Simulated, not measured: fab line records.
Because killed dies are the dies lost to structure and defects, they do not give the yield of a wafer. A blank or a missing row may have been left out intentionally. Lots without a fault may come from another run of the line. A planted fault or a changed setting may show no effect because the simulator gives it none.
Chamber matching | flow gf180mcu | GF_V2_CVD_02 on pecvd-04 has 3 sister chambers
The step deposits SiO2 from TEOS, target thk 850 nm, time 94.851 s. 3 wafers are shown with their chamber, then 7 later ones without.

## WAFERS, EACH WITH ITS CHAMBER
wafer  | chamber | heater-power-w (W)
L356.4 | 2       | 623
L358.5 | 1       | 884
L363.4 | 0       | 727

## WAFERS MISSING THEIR CHAMBER
wafer  | heater-power-w (W)
L363.5 | 600
L367.2 | 556
L367.3 | 898
L367.6 | 929
L375.1 | 739
L375.2 | 522
L375.6 | 867

## THE CHAMBER EACH PASSED THROUGH
wafer  | from the rows above | in truth
L363.5 | 2                   | 2
L367.2 | 2                   | 2
L367.3 | 1                   | 1
L367.6 | 1                   | 1
L375.1 | 0                   | 0
L375.2 | 2                   | 2
L375.6 | 1                   | 1
Correct placement for 7 of the 7. Can't be placed from these rows: 0. 0 placed wrongly.
How it was worked out, from the rows above alone: a wafer's distance from a chamber is the root of the sum, over the readings, of the square of ((its reading less the chamber's mean) divided by the reading's scatter). If the next closest chamber is less than 2 further off than the closest, the wafer can't be placed; otherwise it belongs to the closest. For every chamber, the mean is computed from those of its wafers that are shown. The scatter: root of mean squared gap, hidden wafer to nearest shown wafer, with one shown wafer a chamber.
